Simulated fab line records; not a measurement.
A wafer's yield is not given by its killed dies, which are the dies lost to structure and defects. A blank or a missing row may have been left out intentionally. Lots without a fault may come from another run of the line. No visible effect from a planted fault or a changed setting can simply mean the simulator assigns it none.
fab line records    flow sfqLine    part 1 of 2: steps 1 to 27 of 38
[record] lots = 5  wafers = 15  lastDay = 85
route steps=325 shown I4@170 JJ@178 M5@198
lots that met no fault: taken from a fault-free run of the same line
startH: hours from the record's opening day to when the first of the lot's shown wafers began    waitH: time in hours since the lot's previous step    " unchanged from the row above    L1.1+2: a single row standing in for several wafers    - no value, or no start was given    * or withheld: withheld    < > ~ a bound
route shown NAME@n: names a module that has steps shown in the file, with the first one's number in the route    usual: mean/standard deviation of fault-free wafers    same: alike in all rows    chamber/n: place in a boat    sites: the reading at each site    _std_site: standard deviation of those values    _edge_site: the outer-site mean with the inner-site mean subtracted    radiusMm: for every site, how far away it sits from the centre of the wafer    mask NAME#n: copy n    behind: the most recent tool/chamber to have shaped the wafer    hold: cause of the lot's hold/its duration in hours/its outcome    device: whichever transistor did not switch (one of n, p or np)    end of line: the same wafers' tests at the end of the route    a step without rows: its recipe alone    killed: dies that structure and defects cost at the first sort, which is not the same as the wafer's yield    map: dies across one wafer; x = killed, . = not, _ = none there
set.NAME: the setting as run; set.NAME@STEP: as run at that earlier step    model.NAME: the simulator's own value behind a step, which no gauge read
lots at selected steps of the route; one table per step, one row per wafer
services: the hour from which a tool's chamber was out of use, counted from the record's first day as startH (under 0 if before that day), plus the number of hours and why
[[steps]]
[step SFQ_TRILAYER_I4_VIA_LITHO_EXPOSE_104]
[recipe] maskId = I4  na = 0.6  sourceShape = conventional  sigmaOuter = 0.65  targetCdNm = 700  doseMj = 21.3
[usual] exposureDoseMJCm2 = 21.296/0.02
lot.wafer  tool           chamber  startH   waitH  mask  exposureDoseMJCm2
L077.3     krfScanner-01  0        1093.29  -      I4#0  21.277
L077.5     "              0        "        "      I4#0  21.264
L077.6     "              0        "        "      I4#0  21.294
L078.1     krfScanner-01  0        1096.49  -      I4#0  21.270
L078.2     "              0        "        "      I4#0  21.319
L078.6     "              0        "        "      I4#0  21.288
L082.1     krfScanner-01  0        1234.80  -      I4#0  21.258
L082.4     "              0        "        "      I4#0  21.266
L082.6     "              0        "        "      I4#0  21.257
L085.1     krfScanner-01  0        1267.20  -      I4#0  21.279
L085.3     "              0        "        "      I4#0  21.292
L085.4     "              0        "        "      I4#0  21.289
L086.1     krfScanner-02  0        1282.40  -      I4#0  21.302
L086.4     "              0        "        "      I4#0  21.309
L086.6     "              0        "        "      I4#0  21.308
[step SFQ_TRILAYER_I4_VIA_LITHO_PEB_106]
[recipe] pebTempC = 115  pebTimeS = 60  resist = KrF
lot.wafer   tool           chamber  startH   waitH
L077.3+5+6  lithoTrack-03  0        1094.14  0.7
L078.1+2+6  lithoTrack-02  0        1097.69  1.0
L082.1+4+6  lithoTrack-02  0        1236.00  1.0
L085.1+3+4  lithoTrack-02  0        1268.40  1.0
L086.1+4+6  lithoTrack-04  0        1283.60  1.0
[step SFQ_TRILAYER_I4_VIA_LITHO_DEVELOP_105]
[recipe] timeS = 60  resist = KrF
lot.wafer   tool           chamber  startH   waitH
L077.3+5+6  lithoTrack-03  0        1094.29  0.1
L078.1+2+6  lithoTrack-02  0        1097.84  0.1
L082.1+4+6  lithoTrack-02  0        1236.15  0.1
L085.1+3+4  lithoTrack-02  0        1268.55  0.1
L086.1+4+6  lithoTrack-04  0        1283.75  0.1
[step SFQ_I4_OVL_MEAS_928]
[usual] I4_OVL = 2/5.8
lot.wafer  tool        chamber  startH   waitH  I4_OVL[nm]
L077.3     overlay-01  -        1094.40  0.1    -4
L077.5     "           -        "        "      4
L077.6     "           -        "        "      1
L078.1     overlay-01  -        1097.99  0.1    1
L078.2     "           -        "        "      10
L078.6     "           -        "        "      9
L082.1     overlay-02  -        1236.30  0.1    6
L082.4     "           -        "        "      7
L082.6     "           -        "        "      3
L085.1     overlay-02  -        1268.70  0.1    -8
L085.3     "           -        "        "      -9
L085.4     "           -        "        "      -5
L086.1     overlay-02  -        1283.90  0.1    3
L086.4     "           -        "        "      4
L086.6     "           -        "        "      7
[step SFQ_TRILAYER_I4_VIA_BARC_OPEN_VIA_ETCH_146]
[recipe] maskMaterial = PR  chemistry = O2  targetDepthNm = 125  target = BARC  sourceW = 500  biasW = 80  pressureMtorr = 30  timeS = 41.7
[usual] drypumpMotorCurrentA = 5.9/0.54  oesProductAu = 0.685/0.0045
lot.wafer  tool        chamber  startH   waitH  drypumpMotorCurrentA  oesProductAu  rfHoursCounterH
L077.3     rieDiel-03  3        1094.43  0.0    5.8                   0.691         6
L077.5     "           1        "        "      6.8                   0.687         -
L077.6     "           2        "        "      6.4                   0.684         -
L078.1     rieDiel-02  2        1098.03  0.0    6.3                   0.689         5
L078.2     "           1        "        "      4.8                   0.678         14
L078.6     "           1        "        "      4.8                   0.688         -
L082.1     rieDiel-03  0        1236.34  0.0    6.1                   0.686         18
L082.4     "           1        "        "      6.8                   0.675         10
L082.6     "           3        "        "      5.8                   0.683         -
L085.1     rieDiel-01  0        1268.74  0.0    5.4                   0.688         4
L085.3     "           3        "        "      6.0                   0.688         6
L085.4     "           2        "        "      5.8                   0.685         16
L086.1     rieDiel-02  1        1283.93  0.0    4.8                   0.687         16
L086.4     "           2        "        "      6.3                   0.687         -
L086.6     "           1        "        "      4.8                   0.681         -
[step SFQ_TRILAYER_I4_VIA_ETCH_VIA_ETCH_106]
[recipe] target = SiO2  stopOn = Nb  maskMaterial = PR  taperDeg = 20  chemistry = CHF3  targetDepthNm = 260  sourceW = 500  biasW = 80  pressureMtorr = 30  timeS = withheld
[usual] drypumpMotorCurrentA = 5.9/0.54  oesProductAu = 0.854/0.005
lot.wafer  tool        chamber  startH   waitH  drypumpMotorCurrentA  oesProductAu
L077.3     rieDiel-03  3        1094.47  0.0    5.8                   0.849
L077.5     "           1        "        "      6.8                   0.854
L077.6     "           2        "        "      6.4                   0.852
L078.1     rieDiel-02  2        1098.07  0.0    6.3                   0.856
L078.2     "           1        "        "      4.8                   0.850
L078.6     "           1        "        "      4.8                   0.851
L082.1     rieDiel-03  0        1236.38  0.0    6.1                   0.855
L082.4     "           1        "        "      6.8                   0.850
L082.6     "           3        "        "      5.8                   0.863
L085.1     rieDiel-01  0        1268.78  0.0    5.4                   0.841
L085.3     "           3        "        "      6.0                   0.865
L085.4     "           2        "        "      5.8                   0.860
L086.1     rieDiel-02  1        1283.97  0.0    4.8                   0.855
L086.4     "           2        "        "      6.3                   0.857
L086.6     "           1        "        "      4.8                   0.859
[step SFQ_TRILAYER_I4_VIA_STRIP_STRIP_107]
[recipe] gas = O2  powerW = 200  platenTempC = 40  overashFraction = 0.65  chemistry = O2  pressureMtorr = 50
[usual] drypumpMotorCurrentA = 5.60/0.23  oesProductAu = 1.000/0.0089
lot.wafer  tool         chamber  startH   waitH  drypumpMotorCurrentA  oesProductAu  rfHoursCounterH
L077.3     rieMetal-01  0        1094.78  -      5.21                  0.994         -
L077.5     "            0        "        "      5.22                  0.999         -
L077.6     "            1        "        "      6.00                  1.013         -
L078.1     rieMetal-02  1        1098.18  -      5.76                  1.010         32
L078.2     "            0        "        "      5.58                  0.989         115
L078.6     "            1        "        "      5.76                  1.009         -
L082.1     rieMetal-01  1        1236.49  -      5.97                  0.993         24
L082.4     "            0        "        "      5.26                  1.004         -
L082.6     "            1        "        "      5.99                  0.993         -
L085.1     rieMetal-04  1        1268.89  -      5.67                  0.995         122
L085.3     "            1        "        "      5.65                  0.988         -
L085.4     "            0        "        "      5.58                  0.985         -
L086.1     rieMetal-01  1        1284.09  -      5.98                  1.007         32
L086.4     "            1        "        "      5.99                  0.999         -
L086.6     "            1        "        "      5.96                  1.003         -
[step SFQ_TRILAYER_I4_VIA_STRIP_SOLV_CLEAN_108]
[recipe] chemistry = NMP  tempC = 70  timeS = 600
lot.wafer   tool         chamber  startH   waitH
L077.3+5+6  wetBench-03  1,2,0    1095.18  0.2
L078.1+2+6  wetBench-02  1,4,3    1098.78  0.4
L082.1+4+6  wetBench-03  0,3,5    1237.09  0.4
L085.1+3+4  wetBench-01  0,4,5    1269.49  0.4
L086.1+4+6  wetBench-02  6,3,7    1284.69  0.4
[step SFQ_TRILAYER_JJ_TRILAYER_DEP_PRE_CLEAN_113]
[recipe] gas = Ar  timeS = 22.5  biasV = 250
lot.wafer   tool           chamber  startH   waitH
L077.3+5+6  pvdSputter-04  -        1095.36  0.0
L078.1+2+6  pvdSputter-05  -        1098.96  0.0
L082.1+4+6  pvdSputter-04  -        1237.26  0.0
L085.1+3+4  pvdSputter-05  -        1269.66  0.0
L086.1+4+6  pvdSputter-04  -        1284.86  0.0
[step SFQ_TRILAYER_JJ_TRILAYER_DEP_SPUTTER_109]
[recipe] material = Nb  basePressurePa = 1.33e-06  chamberPressurePa = 0.1333  substrateTempC = 20  targetThkNm = 150  powerW = 2000  timeS = 100
[usual] throttleValvePct = 30.1/0.61
lot.wafer  tool           chamber  startH   waitH  throttleValvePct
L077.3     pvdSputter-04  -        1095.38  0.0    30.4
L077.5     "              -        "        "      30.6
L077.6     "              -        "        "      29.2
L078.1     pvdSputter-05  -        1098.98  0.0    29.5
L078.2     "              -        "        "      30.3
L078.6     "              -        "        "      29.5
L082.1     pvdSputter-04  -        1237.29  0.0    29.1
L082.4     "              -        "        "      30.9
L082.6     "              -        "        "      29.2
L085.1     pvdSputter-05  -        1269.69  0.0    30.1
L085.3     "              -        "        "      29.4
L085.4     "              -        "        "      30.3
L086.1     pvdSputter-04  -        1284.89  0.0    29.4
L086.4     "              -        "        "      29.3
L086.6     "              -        "        "      29.0
[step SFQ_TRILAYER_JJ_TRILAYER_DEP_SPUTTER_110]
[recipe] material = Al  basePressurePa = 1.33e-06  targetThkNm = 8  powerW = 500  timeS = 10  chamberPressurePa = 0.4
[usual] throttleValvePct = 30.1/0.62
lot.wafer  tool           chamber  startH   waitH  throttleValvePct
L077.3     pvdSputter-04  -        1095.46  0.0    30.5
L077.5     "              -        "        "      30.7
L077.6     "              -        "        "      29.2
L078.1     pvdSputter-05  -        1099.06  0.0    29.5
L078.2     "              -        "        "      30.5
L078.6     "              -        "        "      29.5
L082.1     pvdSputter-04  -        1237.37  0.0    29.1
L082.4     "              -        "        "      30.8
L082.6     "              -        "        "      29.2
L085.1     pvdSputter-05  -        1269.77  0.0    30.3
L085.3     "              -        "        "      29.5
L085.4     "              -        "        "      30.6
L086.1     pvdSputter-04  -        1284.96  0.0    29.1
L086.4     "              -        "        "      28.8
L086.6     "              -        "        "      29.2
[step SFQ_TRILAYER_JJ_TRILAYER_DEP_AL_OXIDATION_111]
[recipe] pressureMbar = 0.014667  oxidationTimeS = 600  temperatureK = 293
lot.wafer   tool           chamber  startH   waitH
L077.3+5+6  pvdSputter-04  -        1095.48  0.0
L078.1+2+6  pvdSputter-05  -        1099.08  0.0
L082.1+4+6  pvdSputter-04  -        1237.39  0.0
L085.1+3+4  pvdSputter-05  -        1269.79  0.0
L086.1+4+6  pvdSputter-04  -        1284.99  0.0
[step SFQ_TRILAYER_JJ_TRILAYER_DEP_SPUTTER_112]
[recipe] material = Nb  basePressurePa = 1.33e-06  chamberPressurePa = 0.1333  substrateTempC = 20  targetThkNm = 170  powerW = 2000  timeS = 113.3
[usual] throttleValvePct = 30.1/0.61
lot.wafer  tool           chamber  startH   waitH  throttleValvePct
L077.3     pvdSputter-04  -        1096.48  0.5    30.5
L077.5     "              -        "        "      30.9
L077.6     "              -        "        "      29.0
L078.1     pvdSputter-05  -        1100.08  0.5    29.3
L078.2     "              -        "        "      30.3
L078.6     "              -        "        "      29.7
L082.1     pvdSputter-04  -        1238.39  0.5    29.0
L082.4     "              -        "        "      30.6
L082.6     "              -        "        "      29.4
L085.1     pvdSputter-05  -        1270.79  0.5    30.1
L085.3     "              -        "        "      29.8
L085.4     "              -        "        "      30.5
L086.1     pvdSputter-04  -        1285.99  0.5    28.9
L086.4     "              -        "        "      29.2
L086.6     "              -        "        "      28.8
[step SFQ_JJ_RS_MEAS_929]
[recipe] thkMeasGauge = four-point-probe  reads = Nb_of_TRILAYER_JJ_TRILAYER_DEP_SPUTTER_112
[usual] JJ_NB_RS = 1.047/0.01
lot.wafer  tool          chamber  startH   waitH  JJ_NB_RS[ohm/sq]
L077.3     filmMetro-04  -        1096.60  0.1    1.038
L077.5     "             -        "        "      1.047
L077.6     "             -        "        "      1.037
L078.1     filmMetro-03  -        1100.16  0.0    1.059
L078.2     "             -        "        "      1.050
L078.6     "             -        "        "      1.046
L082.1     filmMetro-04  -        1238.47  0.0    1.058
L082.4     "             -        "        "      1.063
L082.6     "             -        "        "      1.051
L085.1     filmMetro-04  -        1270.87  0.0    1.029
L085.3     "             -        "        "      1.052
L085.4     "             -        "        "      1.040
L086.1     filmMetro-04  -        1286.06  0.0    1.058
L086.4     "             -        "        "      1.062
L086.6     "             -        "        "      1.057
[step SFQ_TRILAYER_JJ_CE_LITHO_COAT_119]
[recipe] resist = BARC  spinRpm = 3000  resistThkNm = 62
[usual] dispensePressureKPa = 52/4.2
lot.wafer  tool           chamber  startH   waitH  dispensePressureKPa
L077.3     lithoTrack-03  0        1096.84  0.1    47
L077.5     "              0        "        "      47
L077.6     "              0        "        "      47
L078.1     lithoTrack-01  0        1100.34  0.1    58
L078.2     "              0        "        "      58
L078.6     "              0        "        "      57
L082.1     lithoTrack-02  0        1238.70  0.1    51
L082.4     "              0        "        "      51
L082.6     "              0        "        "      51
L085.1     lithoTrack-03  0        1271.05  0.1    47
L085.3     "              0        "        "      47
L085.4     "              0        "        "      47
L086.1     lithoTrack-03  0        1286.24  0.1    47
L086.4     "              0        "        "      47
L086.6     "              0        "        "      47
[step SFQ_TRILAYER_JJ_CE_LITHO_COAT_114]
[recipe] resist = KrF  spinRpm = 3000  resistThkNm = 600
[usual] dispensePressureKPa = 52/4.2
lot.wafer  tool           chamber  startH   waitH  dispensePressureKPa
L077.3     lithoTrack-03  0        1097.14  0.2    47
L077.5     "              0        "        "      47
L077.6     "              0        "        "      47
L078.1     lithoTrack-01  0        1100.64  0.2    57
L078.2     "              0        "        "      57
L078.6     "              0        "        "      57
L082.1     lithoTrack-02  0        1239.00  0.2    51
L082.4     "              0        "        "      51
L082.6     "              0        "        "      51
L085.1     lithoTrack-03  0        1271.35  0.2    47
L085.3     "              0        "        "      47
L085.4     "              0        "        "      47
L086.1     lithoTrack-03  0        1286.54  0.2    47
L086.4     "              0        "        "      47
L086.6     "              0        "        "      47
[step SFQ_TRILAYER_JJ_CE_LITHO_SOFTBAKE_118]
[recipe] tempC = withheld  timeS = withheld  resist = KrF
lot.wafer   tool           chamber  startH   waitH
L077.3+5+6  lithoTrack-03  0        1097.39  0.2
L078.1+2+6  lithoTrack-01  0        1100.94  0.2
L082.1+4+6  lithoTrack-02  0        1239.30  0.2
L085.1+3+4  lithoTrack-03  0        1271.65  0.2
L086.1+4+6  lithoTrack-03  0        1286.84  0.2
[step SFQ_TRILAYER_JJ_CE_LITHO_EXPOSE_115]
[recipe] maskId = J5  na = 0.6  sourceShape = conventional  sigmaOuter = 0.65  targetCdNm = 700  doseMj = 14.4
[usual] exposureDoseMJCm2 = 14.398/0.013
lot.wafer  tool           chamber  startH   waitH  mask  exposureDoseMJCm2
L077.3     krfScanner-01  0        1106.59  -      J5#0  14.393
L077.5     "              0        "        "      J5#0  14.406
L077.6     "              0        "        "      J5#0  14.402
L078.1     krfScanner-01  0        1107.39  -      J5#0  14.404
L078.2     "              0        "        "      J5#0  14.418
L078.6     "              0        "        "      J5#0  14.392
L082.1     krfScanner-02  0        1240.08  -      J5#0  14.390
L082.4     "              0        "        "      J5#0  14.397
L082.6     "              0        "        "      J5#0  14.391
L085.1     krfScanner-02  0        1272.80  -      J5#0  14.384
L085.3     "              0        "        "      J5#0  14.380
L085.4     "              0        "        "      J5#0  14.394
L086.1     krfScanner-01  0        1287.12  -      J5#0  14.379
L086.4     "              0        "        "      J5#0  14.392
L086.6     "              0        "        "      J5#0  14.387
[step SFQ_TRILAYER_JJ_CE_LITHO_PEB_117]
[recipe] pebTempC = 115  pebTimeS = 60  resist = KrF
lot.wafer   tool           chamber  startH   waitH
L077.3+5+6  lithoTrack-03  0        1107.44  0.7
L078.1+2+6  lithoTrack-02  0        1108.59  1.0
L082.1+4+6  lithoTrack-02  0        1241.28  1.0
L085.1+3+4  lithoTrack-02  0        1274.00  1.0
L086.1+4+6  lithoTrack-03  0        1288.32  1.0
[step SFQ_TRILAYER_JJ_CE_LITHO_DEVELOP_116]
[recipe] timeS = 60  resist = KrF
lot.wafer   tool           chamber  startH   waitH
L077.3+5+6  lithoTrack-03  0        1107.59  0.1
L078.1+2+6  lithoTrack-02  0        1108.74  0.1
L082.1+4+6  lithoTrack-02  0        1241.43  0.1
L085.1+3+4  lithoTrack-02  0        1274.15  0.1
L086.1+4+6  lithoTrack-03  0        1288.47  0.1
[step SFQ_JJ_OVL_MEAS_931]
[usual] J5_OVL = -1/4.2
lot.wafer  tool        chamber  startH   waitH  J5_OVL[nm]
L077.3     overlay-01  -        1107.70  0.1    -7
L077.5     "           -        "        "      -2
L077.6     "           -        "        "      -4
L078.1     overlay-01  -        1108.89  0.1    -5
L078.2     "           -        "        "      -3
L078.6     "           -        "        "      1
L082.1     overlay-02  -        1241.58  0.1    3
L082.4     "           -        "        "      -7
L082.6     "           -        "        "      -1
L085.1     overlay-02  -        1274.30  0.1    -3
L085.3     "           -        "        "      -2
L085.4     "           -        "        "      -7
L086.1     overlay-01  -        1288.62  0.1    1
L086.4     "           -        "        "      0
L086.6     "           -        "        "      -6
[step SFQ_TRILAYER_JJ_CE_METRO_MEASURE_117]
[usual] cdNm = 699.8/1.4
lot.wafer  tool      chamber  startH   waitH  cdNm
L077.3     cdSem-02  -        1108.13  0.4    698.1
L077.5     "         -        "        "      697.4
L077.6     "         -        "        "      699.7
L078.1     cdSem-01  -        1108.93  0.0    698.8
L078.2     "         -        "        "      699.3
L078.6     "         -        "        "      700.7
L082.1     cdSem-01  -        1241.62  0.0    698.3
L082.4     "         -        "        "      699.3
L082.6     "         -        "        "      698.7
L085.1     cdSem-02  -        1274.33  0.0    700.9
L085.3     "         -        "        "      701.6
L085.4     "         -        "        "      701.5
L086.1     cdSem-01  -        1288.66  0.0    699.6
L086.4     "         -        "        "      698.6
L086.6     "         -        "        "      698.3
[step SFQ_TRILAYER_JJ_CE_BARC_OPEN_RIE_150]
[recipe] maskMaterial = PR  chemistry = O2  targetDepthNm = 240  target = BARC  icpW = 600  biasW = 80  pressureMtorr = 10  timeS = 80
[usual] drypumpMotorCurrentA = 5.6/0.38  oesProductAu = 0.538/0.0045
lot.wafer  tool         chamber  startH   waitH  drypumpMotorCurrentA  oesProductAu  rfHoursCounterH
L077.3     rieMetal-01  1        1108.96  0.6    6.0                   0.542         -
L077.5     "            0        "        "      5.2                   0.534         -
L077.6     "            1        "        "      6.0                   0.547         -
L078.1     rieMetal-04  0        1110.13  1.0    5.6                   0.539         118
L078.2     "            1        "        "      5.7                   0.530         98
L078.6     "            0        "        "      5.6                   0.538         -
L082.1     rieMetal-01  1        1242.82  1.0    6.0                   0.541         24
L082.4     "            1        "        "      6.0                   0.536         -
L082.6     "            1        "        "      5.9                   0.539         -
L085.1     rieMetal-03  0        1275.53  1.0    6.1                   0.542         123
L085.3     "            1        "        "      4.8                   0.538         -
L085.4     "            0        "        "      6.2                   0.536         -
L086.1     rieMetal-04  0        1289.86  1.0    5.6                   0.535         12
L086.4     "            0        "        "      5.6                   0.543         -
L086.6     "            0        "        "      5.6                   0.532         -
[step SFQ_TRILAYER_JJ_CE_ETCH_RIE_118]
[recipe] target = Nb  stopOn = Al2O3  maskMaterial = PR  taperDeg = 13.257  overEtchFrac = 0.15  timeS = 97.7  chemistry = SF6  targetDepthNm = 170  icpW = 600  biasW = 80  pressureMtorr = 10
[usual] drypumpMotorCurrentA = 5.6/0.38  oesProductAu = 0.990/0.0067
lot.wafer  tool         chamber  startH   waitH  drypumpMotorCurrentA  oesProductAu  rfHoursCounterH
L077.3     rieMetal-01  1        1109.06  0.1    6.0                   0.999         -
L077.5     "            0        "        "      5.2                   0.982         -
L077.6     "            1        "        "      5.9                   0.997         -
L078.1     rieMetal-04  0        1110.22  0.1    5.6                   0.984         118
L078.2     "            1        "        "      5.7                   0.989         98
L078.6     "            0        "        "      5.6                   0.998         -
L082.1     rieMetal-01  1        1242.91  0.1    6.0                   0.979         25
L082.4     "            1        "        "      6.0                   0.995         -
L082.6     "            1        "        "      6.0                   0.998         -
L085.1     rieMetal-03  0        1275.63  0.1    6.2                   1.001         123
L085.3     "            1        "        "      4.8                   0.990         -
L085.4     "            0        "        "      6.2                   0.995         -
L086.1     rieMetal-04  0        1290.04  0.2    5.6                   0.984         12
L086.4     "            0        "        "      5.6                   0.986         -
L086.6     "            0        "        "      5.6                   0.980         -
[step SFQ_TRILAYER_JJ_ANODIZE_ANODIZE_119]
[recipe] currentDensityMaCm2 = withheld  endCurrentDensityMaCm2 = withheld  bathTempC = withheld
lot.wafer   tool         chamber  startH   waitH
L077.3+5+6  wetBench-05  1,7,6    1109.13  0.0
L078.1+2+6  wetBench-06  6,2,3    1110.33  0.1
L082.1+4+6  wetBench-06  5,1,0    1243.02  0.1
L085.1+3+4  wetBench-05  4,2,3    1275.73  0.1
L086.1+4+6  wetBench-06  1,7,0    1290.25  0.2
[step SFQ_TRILAYER_JJ_CE_STRIP_STRIP_120]
[recipe] gas = O2  powerW = 200  platenTempC = 40  overashFraction = 0.65  chemistry = O2  pressureMtorr = 50
[usual] drypumpMotorCurrentA = 5.5/0.54  oesProductAu = 1.000/0.008
lot.wafer  tool         chamber  startH   waitH  drypumpMotorCurrentA  oesProductAu  rfHoursCounterH
L077.3     rieMetal-01  0        1109.83  0.2    5.2                   0.995         -
L077.5     "            0        "        "      5.2                   1.000         -
L077.6     "            1        "        "      6.0                   1.010         -
L078.1     rieMetal-03  0        1110.83  0.0    6.2                   0.999         93
L078.2     "            1        "        "      4.8                   1.006         41
L078.6     "            1        "        "      4.8                   0.999         -
L082.1     rieMetal-03  1        1243.52  0.0    4.8                   1.006         57
L082.4     "            0        "        "      6.1                   0.993         -
L082.6     "            1        "        "      4.8                   1.011         -
L085.1     rieMetal-04  0        1276.28  0.0    5.6                   0.986         9
L085.3     "            0        "        "      5.6                   0.991         -
L085.4     "            1        "        "      5.7                   0.996         -
L086.1     rieMetal-01  1        1290.75  0.0    6.0                   1.003         33
L086.4     "            1        "        "      6.0                   1.007         -
L086.6     "            1        "        "      6.0                   0.994         -
[step SFQ_TRILAYER_JJ_CE_STRIP_SOLV_CLEAN_121]
[recipe] chemistry = NMP  tempC = 70  timeS = 600
lot.wafer   tool         chamber  startH   waitH
L077.3+5+6  wetBench-04  6,1,2    1110.23  0.2
L078.1+2+6  wetBench-03  1,3,5    1111.43  0.4
L082.1+4+6  wetBench-03  4,7,1    1244.12  0.4
L085.1+3+4  wetBench-03  3,7,4    1276.88  0.4
L086.1+4+6  wetBench-03  0,1,7    1291.35  0.4
